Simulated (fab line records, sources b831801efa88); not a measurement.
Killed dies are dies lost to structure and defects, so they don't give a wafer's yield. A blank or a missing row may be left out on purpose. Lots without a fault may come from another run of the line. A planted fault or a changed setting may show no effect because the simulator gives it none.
A struck lot beside a sound one | flow sky130 | 17 steps out of a route of 708
Sound: wafers L567.2, L567.4, L567.5. Struck: wafers L572.1, L572.3, L572.4. The cause comes at the end.
At each step with rows: each side's tool, then ch and its chambers, then its first start. Under that, the readings that differ: sound wafers | struck wafers | difference of the means | sigmas: that difference in standard deviations of wafers without a fault.
alike: readings whose means differ by less than 2 such deviations, and words and numbers that are the same on both sides. not compared: withheld readings, readings that some wafer has no value for, bounds like >300 that may hide the same value, and numbers for which the record gives no deviation and whose values overlap.
The two part at a step that has a row with sigmas, a row that says differs or no value, or rows on one side only. Numbers that don't overlap but have no deviation are shown without sigmas and don't part them. A reading that every wafer of one side lacks parts them only if that side has two wafers or more.

first, 5 steps without rows for these wafers: SKY_SD_N_COAT_02 (resist thk 1140 nm); SKY_SD_N_SOFTBAKE_03 (time 60 s); SKY_SD_N_EXPOSE_04 (exposes mask NSDM, target cd 380 nm); SKY_SD_N_PEB_05; SKY_SD_N_DEVELOP_06 (develop time 60 s).
SKY_SD_N_CD_MEAS_07: target cd 380 nm.
  sound on cd_sem-02, day 33 05:03; struck on cd_sem-02, day 34 11:41
  reading    | sound             | struck            | difference | sigmas
  cd_nm (nm) | 374.5 376.6 375.9 | 385.0 385.5 386.1 | +9.9       | +4
SKY_SD_N_OVL_MEAS_08:
  sound on overlay-01, day 33 05:09; struck on overlay-01, day 34 11:48
  alike: SD_N_OVL
then, 2 steps without rows for these wafers: SKY_SD_N_IMPLANT_09; SKY_SD_N_IMPLANT_10.
SKY_SD_N_STRIP_11: strips in O2/N2.
  sound on plasma_asher-02 ch 0, day 33 05:29; struck on plasma_asher-01 ch 0,1, day 34 12:08
  alike: drypump_motor_current_A, oes_product_au, strip_time_to_endpoint_s
  not compared: rf_hours_counter_h
SKY_SD_N_TW_MEAS_12:
  sound on film_metro-03, day 33 05:35; struck on film_metro-01, day 34 12:14
  alike: SD_N_TW
then, 1 step without rows for these wafers: SKY_SD_N_CLEAN_13 (cleans in SC1/SC2, time 150 s).
SKY_SD_N_RTA_14: time 2 s.
  sound on rtp_anneal-02 ch 0, day 33 05:42; struck on rtp_anneal-01 ch 0, day 34 12:20
  reading          | sound                | struck               | difference | sigmas
  wafer_temp_C_max | 1080.1 1079.1 1077.1 | 1086.4 1089.0 1087.0 | +8.7       | +7
  alike: lamp_power_pct, ramp_down_c_per_s
SKY_SD_N_RS_MEAS_16: measures by four-point-probe.
  sound on film_metro-01, day 33 05:53; struck on film_metro-01, day 34 12:53
  reading          | sound             | struck            | difference | sigmas
  SD_N_RS (ohm/sq) | 68.60 68.68 68.59 | 67.03 67.05 67.01 | -1.59      | -20
  not compared: hold
SKY_SD_N_RS_MEAS_17: measures by four-point-probe.
  sound on film_metro-01, day 33 06:01; struck on film_metro-01, day 34 14:20
  reading          | sound             | struck            | difference | sigmas
  SD_P_RS (ohm/sq) | 147.8 147.3 147.3 | 139.2 139.3 139.1 | -8.3       | -24
  not compared: hold
SKY_SD_N_RS_MEAS_18: measures by four-point-probe.
  sound on film_metro-01, day 33 06:08; struck on film_metro-01, day 34 16:40
  reading | sound | struck                                                                     | difference                   | sigmas
  hold    | - - - | await_dispo/2.2h/release await_dispo/2.2h/release await_dispo/2.2h/release | no value on the sound wafers |
  alike: RES_XHIGH_RS
-- the record jumps here: 16 days lie between the struck wafers' starts before and after (it left off in module SD_N and takes up again in module PAD_OPEN, whose first step shown is number 708 of the route) --
SKY_PAD_OPEN_PROBE_99:
  sound on prober-02, day 49 15:23; struck on prober-01, day 50 10:50
  reading                              | sound             | struck            | difference | sigmas
  model.etest.res_xhigh_po.line_ohm_um | 5759 5677 6044    | 5425 5506 5356    | -398       |
  model.etest.res_xhigh_po.rs_ohm_sq   | 2008 1999 2073    | 1873 1917 1887    | -134       |
  model.etest.res_pdiff.line_ohm_um    | 1345 1323 1349    | 1292 1294 1284    | -49        |
  model.etest.res_high_po.line_ohm_um  | 753.6 753.7 770.2 | 730.9 725.7 720.5 | -33.5      |
  model.etest.licon_high_po.rc_ohm     | 353.1 350.8 356.2 | 307.6 319.7 322.4 | -36.8      |
  model.etest.res_ndiff.line_ohm_um    | 750 743.4 751.7   | 759.6 754.3 755.4 | +8.1       |
  model.etest.res_high_po.rs_ohm_sq    | 260.4 262.9 266.1 | 251.1 254 250.6   | -11.2      |
  alike: killed_at_M0_to_M3, killed_at_M4_up, killed_at_contacts, killed_at_front_end, killed_at_other, killed_dies, killed_open, killed_short
  not compared: model.etest.pfet_01v8.r_on_ohm_um

WHERE THEY PART
First at SKY_SD_N_CD_MEAS_07; last, within this record, at SKY_SD_N_RS_MEAS_18. Later steps at which nothing parts them and some readings are alike: SKY_PAD_OPEN_PROBE_99.

WHY: what the simulator had put in
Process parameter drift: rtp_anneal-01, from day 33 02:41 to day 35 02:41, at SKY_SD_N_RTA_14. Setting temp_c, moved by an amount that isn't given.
